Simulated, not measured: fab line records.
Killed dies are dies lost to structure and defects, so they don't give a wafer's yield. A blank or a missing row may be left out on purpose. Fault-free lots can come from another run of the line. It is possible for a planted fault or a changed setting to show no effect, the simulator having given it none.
Split-lot trial ; flow gf180mcu ; route with 602 steps; 5 lots, 23 wafers read

== SPLIT DETAILS ==
At GF_M3_SPUTTER_00 (material Ti, target thk 37.5 nm, time 150 s), the setting chamber-pressure-pa was moved away from the recipe's 2 Pa on 15 of the 23 wafers read, by -13.8% to +14.3%. All remaining wafers had this setting at the recipe value.

The split's own step is where the reading is taken.

== THE READING ==
Ti_of_M3_SPUTTER_00.thk-nm (the simulator's own value, which no gauge read), in nm, at GF_M3_SPUTTER_00 (material Ti, target thk 37.5 nm, time 150 s). No usual value for it is given in the file. Across the 8 wafers here that went through the recipe, the average is 37.04 nm and the standard deviation 0.27 nm.

wafer;tool, chamber at the split;chamber-pressure-pa as run, Pa;against the recipe;Ti_of_M3_SPUTTER_00.thk-nm, nm;against lot-mates on the recipe
L077.1;pvd-sputter-02, -;2;recipe;37.19;-
L077.2;pvd-sputter-02, -;2;recipe;36.91;-
L077.3;pvd-sputter-02, -;2;recipe;37.35;-
L077.5;pvd-sputter-02, -;2;recipe;37.27;-
L077.6;pvd-sputter-02, -;2;recipe;37.37;-
L078.1;pvd-sputter-01, -;1.724;-13.8%;40.75;no lot-mate on the recipe
L078.2;pvd-sputter-01, -;1.724;-13.8%;40.74;no lot-mate on the recipe
L078.3;pvd-sputter-01, -;1.724;-13.8%;40.84;no lot-mate on the recipe
L078.5;pvd-sputter-01, -;1.724;-13.8%;40.34;no lot-mate on the recipe
L078.6;pvd-sputter-01, -;1.724;-13.8%;40.61;no lot-mate on the recipe
L079.1;pvd-sputter-02, -;2;recipe;36.66;-
L079.4;pvd-sputter-02, -;2;recipe;36.77;-
L079.6;pvd-sputter-02, -;2;recipe;36.81;-
L082.1;pvd-sputter-04, -;2.285;+14.3%;35.36;no lot-mate on the recipe
L082.2;pvd-sputter-04, -;2.285;+14.3%;35.2;no lot-mate on the recipe
L082.3;pvd-sputter-04, -;2.285;+14.3%;35.23;no lot-mate on the recipe
L082.5;pvd-sputter-04, -;2.285;+14.3%;35.17;no lot-mate on the recipe
L082.6;pvd-sputter-04, -;2.285;+14.3%;35.26;no lot-mate on the recipe
L084.1;pvd-sputter-04, -;2.116;+5.8%;36.42;no lot-mate on the recipe
L084.2;pvd-sputter-04, -;2.116;+5.8%;36.43;no lot-mate on the recipe
L084.4;pvd-sputter-04, -;2.116;+5.8%;36.66;no lot-mate on the recipe
L084.5;pvd-sputter-04, -;2.116;+5.8%;36.63;no lot-mate on the recipe
L084.6;pvd-sputter-04, -;2.116;+5.8%;36.74;no lot-mate on the recipe

THE FIT
A straight line over all 23 wafers: Ti_of_M3_SPUTTER_00.thk-nm changes by -0.191 nm for each +1% of chamber-pressure-pa; r = -0.97; the points scatter about the line by 0.48 nm.
Too few moved wafers with a lot-mate on the recipe to fit a line net of each lot's own level.

== THE FILE'S OWN FIT ==
Ti_of_M3_SPUTTER_00.thk-nm changes by -0.191 nm for each +1% of chamber-pressure-pa, r = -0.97.
